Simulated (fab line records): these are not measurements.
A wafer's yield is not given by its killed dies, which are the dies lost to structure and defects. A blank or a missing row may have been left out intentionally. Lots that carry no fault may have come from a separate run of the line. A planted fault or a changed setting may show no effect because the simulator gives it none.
fab line records ; flow sky130
[record] lots = 12; wafers = 36; lastDay = 50
route steps=708 shown SONOS_TUNNEL@166 POLY_GATE@230 SPACER@305 RES_XHIGH@339
lots with no fault: from the same line, run without faults
startH: start of the lot's first displayed wafer, in hours after the record's first day ; waitH: hours elapsed since this lot's preceding step ; " identical to the entry in the row above ; L1.1+2: several wafers, shown together as one row ; - no value, or no start given ; * or withheld: withheld ; < > ~ a bound
route shown NAME@n: NAME is a module with steps in the file, n the number in the route of the first one ; usual: mean and standard deviation over wafers with no fault ; same: alike in all rows ; chamber/n: place in a boat ; sites: each site's reading ; _std_site: the values' standard deviation ; _edge_site: the outer-site mean with the inner-site mean subtracted ; radiusMm: how far each site lies from the wafer's centre ; mask NAME#n: copy n ; behind: the most recent tool/chamber to have shaped the wafer ; hold: why the lot went on hold/how many hours it stayed there/how the hold came to an end ; device: the n, p or np transistor that did not switch ; end of line: the route-end tests of the same wafers ; step lacking rows: just its recipe ; killed: count of dies lost to structure and defects at first sort (not the wafer's yield) ; map: a wafer's dies, x killed, . not, _ none there
set.NAME: the run value of the setting; set.NAME@STEP: its run value at that earlier step ; model.NAME: the simulator's own value behind a step, which no gauge read
a sample of lots followed through the steps of the route, with each step as a table and each wafer as a row
services: from which hour (startH, from the record's first day; less than 0 if before it) a tool's chamber was out of use, for how many hours, and why
[[steps]]
[step SKY_SONOS_TUNNEL_TW_MEAS_12]
[usual] SONOS_TUNNEL_TW = 196.2/2.5
lot.wafer;tool;chamber;startH;waitH;SONOS_TUNNEL_TW
L124.2;filmMetro-02;-;241.37;0.0;196.6
L124.3;filmMetro-02;-;241.37;0.0;197.9
L124.6;filmMetro-02;-;241.37;0.0;196.9
L129.1;filmMetro-01;-;280.14;0.0;193.9
L129.2;filmMetro-01;-;280.14;0.0;194.6
L129.3;filmMetro-01;-;280.14;0.0;193.3
L133.1;filmMetro-02;-;337.24;0.0;196.1
L133.5;filmMetro-02;-;337.24;0.0;195.7
L133.6;filmMetro-02;-;337.24;0.0;197.5
L132.3;filmMetro-01;-;337.56;0.0;193.8
L132.4;filmMetro-01;-;337.56;0.0;192.7
L132.5;filmMetro-01;-;337.56;0.0;192.6
L136.1;filmMetro-03;-;347.72;0.0;198.8
L136.2;filmMetro-03;-;347.72;0.0;198.6
L136.6;filmMetro-03;-;347.72;0.0;200.4
L139.3;filmMetro-03;-;379.33;0.0;200.4
L139.5;filmMetro-03;-;379.33;0.0;198.7
L139.6;filmMetro-03;-;379.33;0.0;199.0
L141.1;filmMetro-01;-;388.69;0.0;192.7
L141.2;filmMetro-01;-;388.69;0.0;192.0
L141.4;filmMetro-01;-;388.69;0.0;192.5
L143.2;filmMetro-01;-;397.33;0.0;192.5
L143.4;filmMetro-01;-;397.33;0.0;192.6
L143.6;filmMetro-01;-;397.33;0.0;194.1
L144.1;filmMetro-01;-;413.31;0.0;195.1
L144.4;filmMetro-01;-;413.31;0.0;193.8
L144.5;filmMetro-01;-;413.31;0.0;193.7
L145.2;filmMetro-02;-;421.25;0.0;195.7
L145.3;filmMetro-02;-;421.25;0.0;196.2
L145.6;filmMetro-02;-;421.25;0.0;197.1
L146.3;filmMetro-02;-;426.44;0.0;197.0
L146.4;filmMetro-02;-;426.44;0.0;196.8
L146.5;filmMetro-02;-;426.44;0.0;198.0
L147.1;filmMetro-01;-;428.17;0.0;193.4
L147.4;filmMetro-01;-;428.17;0.0;193.0
L147.6;filmMetro-01;-;428.17;0.0;193.3
[step SKY_POLY_GATE_ETCH_16]
[recipe] stopOn = poly-Si; chemistry = CH3F/O2; target = Si3N4; sourceW = 400; biasW = 80; pressureMtorr = 25; ch3fFlowSccm = 40; O2_flow_sccm = 30; timeS = 147.5; targetDepthA = 750
[usual] ch3fFlowSccm = 39.98/0.13; drypumpMotorCurrentA = 5.7/0.53; oesProductAu = 0.641/0.0047; throttleValvePct = 10.536/0.0086
lot.wafer;tool;chamber;startH;waitH;ch3fFlowSccm;drypumpMotorCurrentA;oesProductAu;rfHoursCounterH;throttleValvePct
L124.2;rieDiel-02;2;380.69;0.0;40.07;5.2;0.650;78;10.528
L124.3;rieDiel-02;1;380.69;0.0;40.14;5.7;0.644;9;10.523
L124.6;rieDiel-02;0;380.69;0.0;39.97;5.6;0.646;-;10.533
L129.1;rieDiel-02;3;411.31;0.0;40.00;5.1;0.645;77;10.528
L129.2;rieDiel-02;2;411.31;0.0;39.95;5.3;0.639;79;10.546
L129.3;rieDiel-02;1;411.31;0.0;39.90;5.7;0.636;10;10.530
L133.1;rieDiel-03;2;471.06;0.0;39.73;5.0;0.645;14;10.545
L133.5;rieDiel-03;2;471.06;0.0;39.78;5.0;0.641;-;10.540
L133.6;rieDiel-03;3;471.06;0.0;40.09;6.2;0.644;-;10.523
L132.3;rieDiel-03;1;474.26;0.0;39.95;5.9;0.642;6;10.544
L132.4;rieDiel-03;2;474.26;0.0;39.96;5.0;0.641;14;10.542
L132.5;rieDiel-03;0;474.26;0.0;39.86;5.6;0.641;-;10.544
L136.1;rieDiel-02;0;479.68;0.0;40.12;5.6;0.637;19;10.554
L136.2;rieDiel-02;3;479.68;0.0;39.85;5.1;0.648;78;10.528
L136.6;rieDiel-02;3;479.68;0.0;39.78;5.2;0.637;-;10.523
L139.3;rieDiel-03;1;516.26;0.0;40.06;5.9;0.638;7;10.548
L139.5;rieDiel-03;3;516.26;0.0;40.12;6.3;0.639;-;10.528
L139.6;rieDiel-03;0;516.26;0.0;39.92;5.6;0.641;-;10.521
L141.1;rieDiel-03;3;523.16;0.0;39.90;6.3;0.639;13;10.535
L141.2;rieDiel-03;1;523.16;0.0;40.05;5.9;0.636;7;10.535
L141.4;rieDiel-03;0;523.16;0.0;39.89;5.6;0.636;22;10.547
L143.2;rieDiel-01;3;533.48;0.0;40.05;4.8;0.636;46;10.537
L143.4;rieDiel-01;0;533.48;0.0;39.96;6.5;0.645;11;10.548
L143.6;rieDiel-01;3;533.48;0.0;40.01;4.8;0.639;-;10.532
L144.1;rieDiel-03;3;547.41;0.0;39.97;6.2;0.639;14;10.532
L144.4;rieDiel-03;0;547.41;0.0;39.92;5.6;0.651;23;10.535
L144.5;rieDiel-03;2;547.41;0.0;40.03;5.0;0.637;-;10.554
L145.2;rieDiel-03;2;556.28;0.0;39.98;5.0;0.643;16;10.543
L145.3;rieDiel-03;0;556.28;0.0;39.87;5.6;0.645;23;10.537
L145.6;rieDiel-03;2;556.28;0.0;40.00;5.0;0.643;-;10.537
L146.3;rieDiel-01;3;562.74;0.0;40.11;4.8;0.637;47;10.548
L146.4;rieDiel-01;2;562.74;0.0;40.04;6.5;0.645;8;10.540
L146.5;rieDiel-01;3;562.74;0.0;40.23;4.8;0.646;-;10.540
L147.1;rieDiel-03;3;563.89;0.0;39.98;6.3;0.635;14;10.549
L147.4;rieDiel-03;2;563.89;0.0;40.00;5.0;0.633;16;10.528
L147.6;rieDiel-03;3;563.89;0.0;39.91;6.3;0.648;-;10.537
[step SKY_SPACER_THK_MEAS_01]
[recipe] reads = Si3N4_of_SPACER_CVD_00
[usual] SPACER_CVD_00_THK = 42.9/0.34
lot.wafer;tool;chamber;startH;waitH;SPACER_CVD_00_THK[nm]
L124.2;filmMetro-04;-;543.54;0.0;42.6
L124.3;filmMetro-04;-;543.54;0.0;42.5
L124.6;filmMetro-04;-;543.54;0.0;42.2
L129.1;filmMetro-04;-;571.69;0.0;42.4
L129.2;filmMetro-04;-;571.69;0.0;42.3
L129.3;filmMetro-04;-;571.69;0.0;42.6
L133.1;filmMetro-02;-;625.61;0.0;42.9
L133.5;filmMetro-02;-;625.61;0.0;42.8
L133.6;filmMetro-02;-;625.61;0.0;43.2
L132.3;filmMetro-04;-;629.10;0.0;42.8
L132.4;filmMetro-04;-;629.10;0.0;43.2
L132.5;filmMetro-04;-;629.10;0.0;43.3
L136.1;filmMetro-04;-;633.79;0.0;43.3
L136.2;filmMetro-04;-;633.79;0.0;43.2
L136.6;filmMetro-04;-;633.79;0.0;43.5
L139.3;filmMetro-04;-;665.50;0.0;42.9
L139.5;filmMetro-04;-;665.50;0.0;42.7
L139.6;filmMetro-04;-;665.50;0.0;42.8
L141.1;filmMetro-04;-;674.52;0.0;42.6
L141.2;filmMetro-04;-;674.52;0.0;43.0
L141.4;filmMetro-04;-;674.52;0.0;43.0
L143.2;filmMetro-02;-;686.42;0.0;43.3
L143.4;filmMetro-02;-;686.42;0.0;43.2
L143.6;filmMetro-02;-;686.42;0.0;43.0
L144.1;filmMetro-04;-;695.49;0.0;43.1
L144.4;filmMetro-04;-;695.49;0.0;43.0
L144.5;filmMetro-04;-;695.49;0.0;42.8
L145.2;filmMetro-04;-;705.89;0.0;42.9
L145.3;filmMetro-04;-;705.89;0.0;42.7
L145.6;filmMetro-04;-;705.89;0.0;42.9
L147.1;filmMetro-02;-;712.73;0.0;42.5
L147.4;filmMetro-02;-;712.73;0.0;42.6
L147.6;filmMetro-02;-;712.73;0.0;42.4
L146.3;filmMetro-02;-;714.38;0.0;42.7
L146.4;filmMetro-02;-;714.38;0.0;43.2
L146.5;filmMetro-02;-;714.38;0.0;43.2
[step SKY_RES_XHIGH_IMPLANT_07]
[recipe] species = BF2; energyKev = 20; doseCm2 = 3.6e+14; tiltDeg = 0
[usual] beamOnS = 42.0/0.89
lot.wafer;tool;chamber;startH;waitH;beamOnS
L124.2;implanter-03;0;630.88;0.1;41.6
L124.3;implanter-03;0;630.88;0.1;41.7
L124.6;implanter-03;0;630.88;0.1;40.6
L129.1;implanter-03;0;658.47;0.1;40.3
L129.2;implanter-03;0;658.47;0.1;40.3
L129.3;implanter-03;0;658.47;0.1;41.3
L133.1;implanter-01;0;711.09;0.1;42.5
L133.5;implanter-01;0;711.09;0.1;41.5
L133.6;implanter-01;0;711.09;0.1;44.0
L132.3;implanter-03;0;713.95;0.1;40.9
L132.4;implanter-03;0;713.95;0.1;41.3
L132.5;implanter-03;0;713.95;0.1;41.9
L136.1;implanter-03;0;719.44;0.1;41.9
L136.2;implanter-03;0;719.44;0.1;42.2
L136.6;implanter-03;0;719.44;0.1;42.1
L139.3;implanter-01;0;749.72;0.1;41.6
L139.5;implanter-01;0;749.72;0.1;44.0
L139.6;implanter-01;0;749.72;0.1;42.4
L141.1;implanter-01;0;757.80;0.1;43.2
L141.2;implanter-01;0;757.80;0.1;42.6
L141.4;implanter-01;0;757.80;0.1;41.3
L143.2;implanter-02;0;770.28;0.1;43.2
L143.4;implanter-02;0;770.28;0.1;41.7
L143.6;implanter-02;0;770.28;0.1;43.1
L144.1;implanter-03;0;778.52;0.1;41.9
L144.4;implanter-03;0;778.52;0.1;41.8
L144.5;implanter-03;0;778.52;0.1;42.7
L145.2;implanter-02;0;788.88;0.1;43.4
L145.3;implanter-02;0;788.88;0.1;40.9
L145.6;implanter-02;0;788.88;0.1;41.9
L147.1;implanter-01;0;796.07;0.1;41.5
L147.4;implanter-01;0;796.07;0.1;43.0
L147.6;implanter-01;0;796.07;0.1;42.3
L146.3;implanter-03;0;797.32;0.1;41.3
L146.4;implanter-03;0;797.32;0.1;41.5
L146.5;implanter-03;0;797.32;0.1;42.5
[step SKY_RES_XHIGH_TW_MEAS_09]
[usual] RES_XHIGH_TW = 1628/19
lot.wafer;tool;chamber;startH;waitH;RES_XHIGH_TW
L124.2;filmMetro-01;-;631.15;0.1;1617
L124.3;filmMetro-01;-;631.15;0.1;1605
L124.6;filmMetro-01;-;631.15;0.1;1610
L129.1;filmMetro-04;-;658.72;0.1;1650
L129.2;filmMetro-04;-;658.72;0.1;1644
L129.3;filmMetro-04;-;658.72;0.1;1652
L133.1;filmMetro-04;-;711.34;0.1;1647
L133.5;filmMetro-04;-;711.34;0.1;1647
L133.6;filmMetro-04;-;711.34;0.1;1655
L132.3;filmMetro-01;-;714.17;0.1;1623
L132.4;filmMetro-01;-;714.17;0.1;1614
L132.5;filmMetro-01;-;714.17;0.1;1481
L136.1;filmMetro-01;-;719.71;0.1;1604
L136.2;filmMetro-01;-;719.71;0.1;1489
L136.6;filmMetro-01;-;719.71;0.1;1621
L139.3;filmMetro-02;-;749.94;0.1;1633
L139.5;filmMetro-02;-;749.94;0.1;1635
L139.6;filmMetro-02;-;749.94;0.1;1633
L141.1;filmMetro-04;-;758.05;0.1;1649
L141.2;filmMetro-04;-;758.05;0.1;1661
L141.4;filmMetro-04;-;758.05;0.1;1655
L143.2;filmMetro-01;-;770.51;0.1;1602
L143.4;filmMetro-01;-;770.51;0.1;1594
L143.6;filmMetro-01;-;770.51;0.1;1610
L144.1;filmMetro-02;-;778.77;0.1;1638
L144.4;filmMetro-02;-;778.77;0.1;1638
L144.5;filmMetro-02;-;778.77;0.1;1631
L145.2;filmMetro-01;-;789.11;0.1;1593
L145.3;filmMetro-01;-;789.11;0.1;1606
L145.6;filmMetro-01;-;789.11;0.1;1605
L147.1;filmMetro-01;-;796.32;0.1;1606
L147.4;filmMetro-01;-;796.32;0.1;1608
L147.6;filmMetro-01;-;796.32;0.1;1604
L146.3;filmMetro-02;-;797.54;0.1;1626
L146.4;filmMetro-02;-;797.54;0.1;1637
L146.5;filmMetro-02;-;797.54;0.1;1632
[step SKY_SD_N_RS_MEAS_18]
[recipe] thkMeasGauge = four-point-probe
[usual] RES_XHIGH_RS = 333.2/1.1
lot.wafer;tool;chamber;startH;waitH;RES_XHIGH_RS[ohm/sq]
L124.2;filmMetro-02;-;661.44;0.1;332.3
L124.3;filmMetro-02;-;661.44;0.1;330.7
L124.6;filmMetro-02;-;661.44;0.1;333.6
L129.1;filmMetro-02;-;687.62;0.1;333.8
L129.2;filmMetro-02;-;687.62;0.1;333.6
L129.3;filmMetro-02;-;687.62;0.1;334.0
L133.1;filmMetro-04;-;738.82;0.1;333.6
L133.5;filmMetro-04;-;738.82;0.1;333.2
L133.6;filmMetro-04;-;738.82;0.1;333.2
L132.3;filmMetro-02;-;742.52;0.1;333.5
L132.4;filmMetro-02;-;742.52;0.1;333.0
L132.5;filmMetro-02;-;742.52;0.1;421.7
L136.1;filmMetro-04;-;748.96;0.1;332.8
L136.2;filmMetro-04;-;748.96;0.1;417.1
L136.6;filmMetro-04;-;748.96;0.1;333.4
L139.3;filmMetro-01;-;778.61;0.1;333.1
L139.5;filmMetro-01;-;778.61;0.1;334.6
L139.6;filmMetro-01;-;778.61;0.1;333.4
L141.1;filmMetro-04;-;785.49;0.1;333.1
L141.2;filmMetro-04;-;785.49;0.1;332.4
L141.4;filmMetro-04;-;785.49;0.1;332.9
L143.2;filmMetro-02;-;798.20;0.1;333.8
L143.4;filmMetro-02;-;798.20;0.1;333.4
L143.6;filmMetro-02;-;798.20;0.1;333.0
L144.1;filmMetro-04;-;807.16;0.1;333.1
L144.4;filmMetro-04;-;807.16;0.1;333.6
L144.5;filmMetro-04;-;807.16;0.1;334.3
L145.2;filmMetro-04;-;816.43;0.1;332.9
L145.3;filmMetro-04;-;816.43;0.1;332.7
L145.6;filmMetro-04;-;816.43;0.1;332.8
L147.1;filmMetro-04;-;823.01;0.1;333.9
L147.4;filmMetro-04;-;823.01;0.1;334.2
L147.6;filmMetro-04;-;823.01;0.1;334.6
L146.3;filmMetro-04;-;824.75;0.1;333.0
L146.4;filmMetro-04;-;824.75;0.1;332.5
L146.5;filmMetro-04;-;824.75;0.1;332.5
[[services]]
tool;chamber;startH;hours;kind
rieDiel-03;0;368.31;13.7;repair
implanter-03;-;380.13;1.0;repair
rieDiel-02;1;381.18;16.0;repair
rieDiel-02;-;385.56;0.8;repair
rieDiel-02;3;412.48;16.7;repair
rieDiel-03;-;423.27;2.8;pm
implanter-03;-;431.04;2.7;repair
rieDiel-02;-;438.41;14.6;pm
implanter-03;-;464.32;1.6;repair
implanter-01;-;491.95;2.7;repair
implanter-01;-;538.82;17.4;repair
implanter-01;-;556.25;4.1;pm
implanter-01;-;565.25;24.1;pm
rieDiel-03;-;572.54;1.4;repair
rieDiel-03;3;587.73;8.7;repair
rieDiel-03;1;595.48;6.3;repair
implanter-03;-;628.94;1.4;repair
implanter-03;-;652.18;2.7;repair
implanter-01;-;666.48;1.6;repair
implanter-03;-;671.24;2.1;repair
implanter-03;-;699.19;3.1;pm
implanter-03;-;725.31;3.4;repair
rieDiel-03;-;734.95;5.1;repair
rieDiel-03;-;768.26;4.0;pm
[[key]]
[firstSign] step = SKY_RES_XHIGH_TW_MEAS_09; reading = RES_XHIGH_TW; direction = down; sigmas = 7.4; usual = 1628; struck = 1485
[effect] step = SKY_SD_N_RS_MEAS_18; reading = RES_XHIGH_RS; direction = up; sigmas = 78; usual = 333.2; struck = 419.4
metAt SKY_RES_XHIGH_IMPLANT_07
struckLots L132,L136
struckWafers L132.5,L136.2
testerLeftOut L132,L136
notActingAt SKY_SONOS_TUNNEL_TW_MEAS_12,SKY_POLY_GATE_ETCH_16,SKY_SPACER_THK_MEAS_01
onsetBetween 658.47 713.95
[fault] kind = processParameterDrift; tool = implanter-03; chamber = -; onsetH = 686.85; steps = SKY_RES_XHIGH_IMPLANT_07; channel = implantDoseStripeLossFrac; offset = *; shape = step; endH = 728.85; scope = struckWafersOnly
// testerLeftOut: of these lots the tester's yield and bins aren't shown, on N5 and GAA mostly nor the transistor test; their killed dies are dies lost to structure and defects alone, not to doping, threshold or leakage, so they don't give the yield
